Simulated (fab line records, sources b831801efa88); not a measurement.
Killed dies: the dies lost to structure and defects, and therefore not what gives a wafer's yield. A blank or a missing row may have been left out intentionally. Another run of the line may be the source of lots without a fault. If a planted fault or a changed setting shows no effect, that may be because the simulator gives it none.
Which tool is to blame? ; flow sky130 ; 13 lots with 39 wafers sampled at 2 steps, on a route of 708 steps

## WHAT EACH GAUGE READ, for each wafer
SKY_LDD_LDN_TW_MEAS_13.
lot;measured;on;LDD_LDN_TW
L975;day 23 01:13;filmMetro-01;1489 1494 1494
L976;day 23 11:58;filmMetro-04;1497 1496 1481
L977;day 23 19:28;filmMetro-01;1487 1491 1489
L979;day 24 19:49;filmMetro-02;1485 1482 1482
L980;day 25 06:17;filmMetro-02;1485 1484 1487
L983;day 25 23:22;filmMetro-04;1488 1497 1497
L984;day 26 09:47;filmMetro-04;1491 1499 1500
L985;day 26 20:48;filmMetro-01;1499 1498 1499
L993;day 29 09:43;filmMetro-04;1487 1478 1491
L995;day 30 07:41;filmMetro-01;1487 1487 1491
L996;day 30 02:29;filmMetro-02;1481 1490 1482
L997;day 30 17:35;filmMetro-04;1496 1502 1500
L998;day 30 23:41;filmMetro-02;1478 1480 1482

## WHICH TOOL RAN EACH LOT (tool, then ch and the chambers of the sampled wafers, then the start)
lot;SKY_VT_ADJUST_LVTN_SOFTBAKE_14
L975;lithoTrack-03 ch 0, day 7 09:31
L976;lithoTrack-02 ch 0, day 7 14:39
L977;lithoTrack-03 ch 0, day 7 23:22
L979;lithoTrack-03 ch 0, day 8 15:26
L980;lithoTrack-03 ch 0, day 8 22:04
L983;lithoTrack-02 ch 0, day 9 14:08
L984;lithoTrack-02 ch 0, day 9 18:39
L985;lithoTrack-01 ch 0, day 10 09:02
L993;lithoTrack-03 ch 0, day 12 10:53
L995;lithoTrack-01 ch 0, day 12 18:10
L996;lithoTrack-01 ch 0, day 13 01:37
L997;lithoTrack-03 ch 0, day 13 14:16
L998;lithoTrack-02 ch 0, day 13 19:15
- SKY_VT_ADJUST_LVTN_SOFTBAKE_14: time 60 s.

## AS READ BY THE TOOLS THEMSELVES (means over the sampled wafers that have a number; for cases with no such wafer, the mark the record gives instead)
SKY_VT_ADJUST_LVTN_SOFTBAKE_14.
lot;tool;runLengthS (s)
L975;lithoTrack-03;89.22
L976;lithoTrack-02;88.75
L977;lithoTrack-03;89.18
L979;lithoTrack-03;89.08
L980;lithoTrack-03;89.16
L983;lithoTrack-02;108.45
L984;lithoTrack-02;108.47
L985;lithoTrack-01;89.37
L993;lithoTrack-03;89.10
L995;lithoTrack-01;89.43
L996;lithoTrack-01;89.36
L997;lithoTrack-03;89.10
L998;lithoTrack-02;88.93

## THE ANSWER, worked out from the rows above alone
Rule: the usual values come from the lots themselves. The widest of any qualifying gaps counts: lots, ordered by their means at a reading, are off when they make up no more than a third of the lots, leave a main group of 4 or more, and stand apart from it by 3 or more times the standard deviation of that group's means. If all means in a main group match to the digits the tables above print for the reading, that group is not used. Also off: a lot with no number at a reading for which 4 or more lots have one. Any other lot the step has rows for is counted as sound. Order of review: gauges by route order, followed by the tools' own readings, for which a lot's mean as printed above is used. At the first step where some lot is off, the reading lying furthest off is the one used; lots without a number count as furthest.
Off at SKY_VT_ADJUST_LVTN_SOFTBAKE_14 (runLengthS): L983, L984. For the main group the mean is 89.15 s and the standard deviation 0.19.
A tool fits if, at that step or a process step before it, it ran every lot that is off, and no sound lot after the first of them. No candidate that was tried fits.

## WHAT THE SIMULATOR HAD PUT IN
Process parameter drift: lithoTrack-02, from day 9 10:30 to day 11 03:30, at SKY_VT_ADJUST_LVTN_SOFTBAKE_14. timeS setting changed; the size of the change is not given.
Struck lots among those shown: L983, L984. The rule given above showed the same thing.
